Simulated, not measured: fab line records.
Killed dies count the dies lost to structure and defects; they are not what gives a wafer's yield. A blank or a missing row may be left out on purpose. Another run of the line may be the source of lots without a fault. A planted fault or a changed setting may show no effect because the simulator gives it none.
Matching of chambers || flow gf180mcu || pecvd-02 running GF_MIM_CVD_05: 3 sister chambers
The step deposits Si3N4, target thk 42 nm, time 29.086 s. 3 wafers are shown with their chamber, then 10 later ones without.

WAFERS, EACH WITH ITS CHAMBER
{"wafer": "L084.3", "chamber": 1, "heater-power-w (W)": 475}
{"wafer": "L088.1", "chamber": 0, "heater-power-w (W)": 831}
{"wafer": "L088.2", "chamber": 2, "heater-power-w (W)": 686}

WAFERS WHOSE CHAMBER IS MISSING
{"wafer": "L088.4", "heater-power-w (W)": 818}
{"wafer": "L089.2", "heater-power-w (W)": 759}
{"wafer": "L089.3", "heater-power-w (W)": 480}
{"wafer": "L089.4", "heater-power-w (W)": 746}
{"wafer": "L091.1", "heater-power-w (W)": 842}
{"wafer": "L091.4", "heater-power-w (W)": 824}
{"wafer": "L091.6", "heater-power-w (W)": 748}
{"wafer": "L092.1", "heater-power-w (W)": 463}
{"wafer": "L092.2", "heater-power-w (W)": 817}
{"wafer": "L092.5", "heater-power-w (W)": 643}

WHICH CHAMBER EACH WENT THROUGH
{"wafer": "L088.4", "from the rows above": 0, "in truth": 0}
{"wafer": "L089.2", "from the rows above": "can't be placed: 0 or 2", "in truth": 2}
{"wafer": "L089.3", "from the rows above": 1, "in truth": 1}
{"wafer": "L089.4", "from the rows above": "can't be placed: 2 or 0", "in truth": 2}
{"wafer": "L091.1", "from the rows above": 0, "in truth": 0}
{"wafer": "L091.4", "from the rows above": 0, "in truth": 0}
{"wafer": "L091.6", "from the rows above": "can't be placed: 2 or 0", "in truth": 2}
{"wafer": "L092.1", "from the rows above": 1, "in truth": 1}
{"wafer": "L092.2", "from the rows above": 0, "in truth": 0}
{"wafer": "L092.5", "from the rows above": 2, "in truth": 2}
Correctly placed: 7 of 10. From these rows, 3 cannot be placed; in 3 the true chamber is one of the candidates. Wrongly placed: 0.
How it was worked out, from the rows above alone: a wafer's distance from a chamber is the root of the sum, over the readings, of the square of ((its reading less the chamber's mean) divided by the reading's scatter). If the next closest chamber is less than 2 further off than the closest, the wafer can't be placed; otherwise it belongs to the closest. For every chamber, the mean is computed from those of its wafers that are shown. The scatter: with one shown wafer a chamber, the root of the mean of the squares of how far each hidden wafer lies from its nearest shown one.
